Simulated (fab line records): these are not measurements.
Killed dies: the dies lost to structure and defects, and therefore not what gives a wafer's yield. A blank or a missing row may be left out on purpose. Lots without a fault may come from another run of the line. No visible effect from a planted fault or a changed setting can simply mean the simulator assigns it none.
Comparing a struck lot with a sound one :: flow sky130 :: 26 steps out of a route of 708
Sound: these wafers, L732.1, L732.2, L732.6. The struck wafers were L740.1, L740.2, L740.6. Last of all comes the cause.
Per side, at each step with rows, come the tool, then ch with its chambers, and then its first start. Under that, the readings that differ: sound wafers :: struck wafers :: difference of the means :: sigmas: that difference in standard deviations of wafers without a fault.
alike: readings whose means differ by less than 2 such deviations, and words and numbers that are the same on both sides. not compared: withheld readings, readings that some wafer has no value for, bounds like >300 that may hide the same value, and numbers for which the record gives no deviation and whose values overlap.
The two part at a step that has a row with sigmas, a row that says differs or no value, or rows on one side only. When numbers do not overlap yet have no deviation, they are printed without sigmas and do not part them. A reading that every wafer of one side lacks parts them only if that side has two wafers or more.

first, 3 steps without rows for these wafers: SKY_CAP2M_EXPOSE_09 (exposes mask CAP2M, target cd 1000 nm); SKY_CAP2M_PEB_10; SKY_CAP2M_DEVELOP_11 (develop time 60 s).
SKY_CAP2M_OVL_MEAS_12:
  sound on overlay-02 at day 43 00:50; struck on overlay-02 at day 44 22:08
  alike: CAP2M_OVL
SKY_CAP2M_METAL_ETCH_13: etches TiN in Cl2/BCl3, stops on SiO2, target depth 220 nm, time 61.56 s.
  sound on rie_metal-01 ch 0,1, day 43 00:53; struck on rie_metal-03 ch 0,1, day 44 22:10
  alike: bcl3_flow_sccm, drypump_motor_current_A, oes_product_au, throttle_valve_pct
  not compared: rf_hours_counter_h
SKY_CAP2M_STRIP_14: strips in O2/N2.
  sound on plasma_asher-03 ch 0,1, day 43 00:58; struck on plasma_asher-04 ch 0,1, day 44 22:14
  alike: drypump_motor_current_A, oes_product_au, strip_time_to_endpoint_s
  not compared: rf_hours_counter_h
then, 6 steps without rows for these wafers: SKY_CAP2M_STRIP_15 (strips in post etch residue remover, time 1200 s); SKY_CAP2M_CLEAN_16 (cleans in IPA, time 180 s); SKY_CAP2M_CLEAN_17 (cleans in O3/DIW); SKY_METAL4_DEHYDRATE_05 (time 60 s); SKY_METAL4_HMDS_06 (prime time 60 s); SKY_METAL4_COAT_07 (resist thk 60 nm).
SKY_METAL4_COAT_08: resist thk 1140 nm.
  sound on litho_track-02 ch 0, day 43 11:00; struck on litho_track-01 ch 0, day 45 09:00
reading: model.KrF-thick_of_METAL4_COAT_08.thk_nm (nm)
sound: 1136 1138 1140
struck: 1192 1193 1193
difference: +55
sigmas: 
  alike: dispense_pressure_kPa
then, 4 steps without rows for these wafers: SKY_METAL4_SOFTBAKE_09 (time 90 s); SKY_METAL4_EXPOSE_10 (exposes mask MM4, target cd 300 nm); SKY_METAL4_PEB_11; SKY_METAL4_DEVELOP_12 (develop time 60 s).
SKY_METAL4_CD_MEAS_13: the cd target is 300 nm.
  sound on cd_sem-01 at day 44 00:47; struck on cd_sem-02 at day 45 20:38
  alike: cd_nm
SKY_METAL4_OVL_MEAS_14:
  sound on overlay-02 at day 44 00:55; struck on overlay-02 at day 45 20:46
reading: METAL4_OVL (nm)
sound: 3 1 0
struck: -8 -12 -18
difference: -14
sigmas: -3
SKY_METAL4_DESCUM_15: chemistry O2, time 8 s.
  sound on rie_metal-03 ch 1, day 44 00:56; struck on rie_metal-04 ch 0,1, day 45 20:48
  alike: drypump_motor_current_A, oes_product_au
  not compared: rf_hours_counter_h
SKY_METAL4_ETCH_16: etches BARC in N2/H2, stops on SiO2, time 88.2 s, target depth 60 nm.
  sound on rie_metal-03 ch 1, day 44 01:01; struck on rie_metal-04 ch 0,1, day 45 20:50
reading: oes_product_au (a.u.)
sound: 0.623 0.619 0.622
struck: 0.635 0.630 0.630
difference: +0.010
sigmas: +2
  alike: drypump_motor_current_A, throttle_valve_pct
  not compared: rf_hours_counter_h
SKY_METAL4_ETCH_17: etches SiO2 in C4F8/O2/Ar, stops on TiN, time 3.9 s, target depth 15 nm.
  sound on rie_diel-04 ch 1,2,3, day 44 01:12; struck on rie_diel-04 ch 0,1,3, day 45 20:56
  alike: oes_product_au
  not compared: rf_hours_counter_h
SKY_METAL4_METAL_ETCH_18: etches the open film in Cl2/BCl3, stops on SiO2, target depth 845 nm, time 175.1 s.
  sound on rie_metal-02 ch 0,1, day 44 01:13; struck on rie_metal-02 ch 0,1, day 45 20:57
reading: model.KrF-thick_of_METAL4_COAT_08.thk_nm (nm)
sound: 551.7 549.8 552
struck: 607.1 604.8 604.5
difference: +54.3
sigmas: 
  alike: bcl3_flow_sccm, drypump_motor_current_A, oes_product_au, throttle_valve_pct
  not compared: rf_hours_counter_h
SKY_METAL4_STRIP_19: strips in O2/N2.
  sound on plasma_asher-01 ch 0,1, day 44 01:24; struck on plasma_asher-02 ch 0,1, day 45 21:08
reading: oes_product_au (a.u.)
sound: 0.508 0.514 0.515
struck: 0.535 0.535 0.540
difference: +0.024
sigmas: +4

reading: strip_time_to_endpoint_s (s)
sound: 6.79 6.76 6.79
struck: 7.32 7.30 7.30
difference: +0.53
sigmas: +8
  alike: drypump_motor_current_A
  not compared: rf_hours_counter_h
then, 2 steps without rows for these wafers: SKY_METAL4_STRIP_20 (strips in post etch residue remover, time 1200 s); SKY_PAD_OPEN_PROBE_99.

WHERE THEY PART
First at SKY_METAL4_OVL_MEAS_14; last, within this record, at SKY_METAL4_STRIP_19.

WHY: what the simulator had put in
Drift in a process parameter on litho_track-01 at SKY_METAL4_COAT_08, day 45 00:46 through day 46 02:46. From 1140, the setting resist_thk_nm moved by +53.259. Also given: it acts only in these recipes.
